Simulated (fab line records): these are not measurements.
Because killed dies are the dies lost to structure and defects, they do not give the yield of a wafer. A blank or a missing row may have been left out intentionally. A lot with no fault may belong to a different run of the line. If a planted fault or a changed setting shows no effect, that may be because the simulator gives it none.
Struck lot and sound lot, side by side | flow sky130 | 31 steps out of a route of 708
Sound: these wafers, L521.4, L521.5, L521.6. The struck wafers were L523.1, L523.2, L523.4. The cause is given at the end.
Each step with rows lists, per side, the tool, then ch with its chambers, then its first start. Under that, the readings that differ: sound wafers | struck wafers | difference of the means | sigmas: that difference in standard deviations of wafers without a fault.
alike: same words and numbers on both sides, and readings whose means sit less than 2 such deviations apart. not compared: any withheld reading, any reading some wafer has no value for, any bound like >300 that may hide the same value, and any number with overlapping values for which the record gives no deviation.
The two part at a step that has a row with sigmas, a row that says differs or no value, or rows on one side only. Numbers that don't overlap but have no deviation are shown without sigmas and don't part them. Lack of a reading on every wafer of one side parts them only where that side has two or more wafers.

first, 6 steps without rows for these wafers: SKY_SONOS_TUNNEL_HMDS_01 (prime time 60 s); SKY_SONOS_TUNNEL_COAT_02 (resist thk 1140 nm); SKY_SONOS_TUNNEL_SOFTBAKE_03 (time 60 s); SKY_SONOS_TUNNEL_EXPOSE_04 (exposes mask TUNM, target cd 410 nm); SKY_SONOS_TUNNEL_PEB_05; SKY_SONOS_TUNNEL_DEVELOP_06 (develop time 60 s).
SKY_SONOS_TUNNEL_CD_MEAS_07: target cd 410 nm.
  sound: cd-sem-02 at day 14 07:34; struck: cd-sem-02 at day 14 21:21
  alike: cd-nm
SKY_SONOS_TUNNEL_OVL_MEAS_08:
  sound: overlay-01 at day 14 07:38; struck: overlay-02 at day 14 21:28
  alike: SONOS_TUNNEL_OVL
then, 3 steps without rows for these wafers: SKY_SONOS_TUNNEL_IMPLANT_09; SKY_SONOS_TUNNEL_WET_ETCH_10 (etches SiO2 in dHF, target depth 14 nm, time 280 s); SKY_SONOS_TUNNEL_STRIP_11 (strips in SPM, time 600 s).
SKY_SONOS_TUNNEL_TW_MEAS_12:
  sound: film-metro-03 at day 14 08:17; struck: film-metro-01 at day 14 21:56
  reading         | sound             | struck            | difference | sigmas
  SONOS_TUNNEL_TW | 201.1 201.6 200.4 | 197.2 197.2 198.0 | -3.6       | -2
SKY_SONOS_TUNNEL_CLEAN_13: cleans in dHF, time 20 s.
  sound on wet-bench-03 ch 3, day 14 08:19; struck on wet-bench-02 ch 0, day 14 21:59
  reading                                      | sound             | struck          | difference                    | sigmas
  time-s (s)                                   | 20 20 20          | - - -           | no value on the struck wafers |
  model.SiO2_of_NWELL_OXIDATION_01.thk-nm (nm) | 9.041 9.129 9.038 | 9.54 9.429 9.43 | +0.40                         |
then, 1 step without rows for these wafers: SKY_SONOS_ONO_OXIDATION_00 (stabilise 600 s, purge 300 s, target thk 2.6 nm).
SKY_SONOS_ONO_THK_MEAS_01:
  sound: film-metro-03 at day 14 09:43; struck: film-metro-04 at day 15 00:02
  alike: SONOS_ONO_OXIDATION_THK
then, 1 step without rows for these wafers: SKY_SONOS_ONO_CVD_02 (deposits Si3N4 from DCS/NH3, target thk 10.5 nm, time 180 s).
SKY_SONOS_ONO_THK_MEAS_03:
  sound: film-metro-02 at day 14 12:34; struck: film-metro-03 at day 15 03:52
  alike: SONOS_ONO_CVD_02_THK
then, 1 step without rows for these wafers: SKY_SONOS_ONO_CVD_04 (deposits SiO2 from SiH4/N2O, target thk 5.7199 nm).
SKY_SONOS_ONO_THK_MEAS_05:
  sound: film-metro-03 at day 14 13:52; struck: film-metro-02 at day 15 05:10
  alike: SONOS_ONO_CVD_04_THK
then, 7 steps without rows for these wafers: SKY_SONOS_ONO_DEHYDRATE_06 (time 60 s); SKY_SONOS_ONO_HMDS_07 (prime time 60 s); SKY_SONOS_ONO_COAT_08 (resist thk 1140 nm); SKY_SONOS_ONO_SOFTBAKE_09 (time 60 s); SKY_SONOS_ONO_EXPOSE_10 (exposes mask ONOM, target cd 410 nm); SKY_SONOS_ONO_PEB_11; SKY_SONOS_ONO_DEVELOP_12 (develop time 60 s).
SKY_SONOS_ONO_CD_MEAS_13: target cd 410 nm.
  sound: cd-sem-02 at day 15 17:07; struck: cd-sem-02 at day 16 07:55
  alike: cd-nm
SKY_SONOS_ONO_OVL_MEAS_14:
  sound: overlay-01 at day 15 17:11; struck: overlay-02 at day 16 08:02
  alike: SONOS_ONO_OVL
SKY_SONOS_ONO_ETCH_15: etches the open film in CHF3/O2, target depth 19.52 nm, time 7.8 s.
  sound on rie-diel-02 ch 2,3, day 15 17:13; struck on rie-diel-02 ch 0,2,3, day 16 08:05
  reading                                      | sound             | struck            | difference | sigmas
  model.SiO2_of_NWELL_OXIDATION_01.thk-nm (nm) | 5.812 5.927 5.792 | 6.255 6.188 6.122 | +0.345     |
  alike: drypump-motor-current-A, oes-product-au, throttle-valve-pct
  not compared: rf-hours-counter-h
then, 1 step without rows for these wafers: SKY_SONOS_ONO_WET_ETCH_16 (etches SiO2 in dHF, target depth 14 nm, time 280 s).
-- here the record skips 32 days between the struck wafers' starts before and after, leaving off in module SONOS_ONO and picking up in module PAD_OPEN (first step shown: number 708 of the route) --
SKY_PAD_OPEN_PROBE_99:
  sound: prober-02 at day 47 21:03; struck: prober-02 at day 48 06:13
  reading                               | sound                   | struck                  | difference | sigmas
  model.etest.cap-ono.gate-bv-v (V)     | 16.13 16.27 17.01       | 13.1 13.01 12.81        | -3.5       |
  model.etest.cap-ono.gate-log10-a-cm2  | -7.967 -7.922 -7.862    | -6.111 -6.218 -6.122    | +1.767     |
  model.etest.sonos-baked.vt-less-v (V) | -0.4908 -0.5267 -0.4854 | -0.7611 -0.7769 -0.7421 | -0.2591    |
  model.etest.sonos-baked.vt-v (V)      | 1.001 0.9434 1.013      | 0.7395 0.7046 0.7401    | -0.2577    |
  alike: killed_at_M0_to_M3, killed_at_M4_up, killed-at-contacts, killed-at-front-end, killed-at-other, killed-dies, killed-open, killed-short

## WHERE THEY PART
At SKY_SONOS_TUNNEL_TW_MEAS_12 first; at SKY_SONOS_TUNNEL_CLEAN_13 last (within this record only). Later steps at which nothing parts them and some readings are alike: SKY_SONOS_ONO_THK_MEAS_01, SKY_SONOS_ONO_THK_MEAS_03, SKY_SONOS_ONO_THK_MEAS_05, SKY_SONOS_ONO_CD_MEAS_13, SKY_SONOS_ONO_OVL_MEAS_14, SKY_SONOS_ONO_ETCH_15, SKY_PAD_OPEN_PROBE_99.

WHY: the cause the simulator had injected
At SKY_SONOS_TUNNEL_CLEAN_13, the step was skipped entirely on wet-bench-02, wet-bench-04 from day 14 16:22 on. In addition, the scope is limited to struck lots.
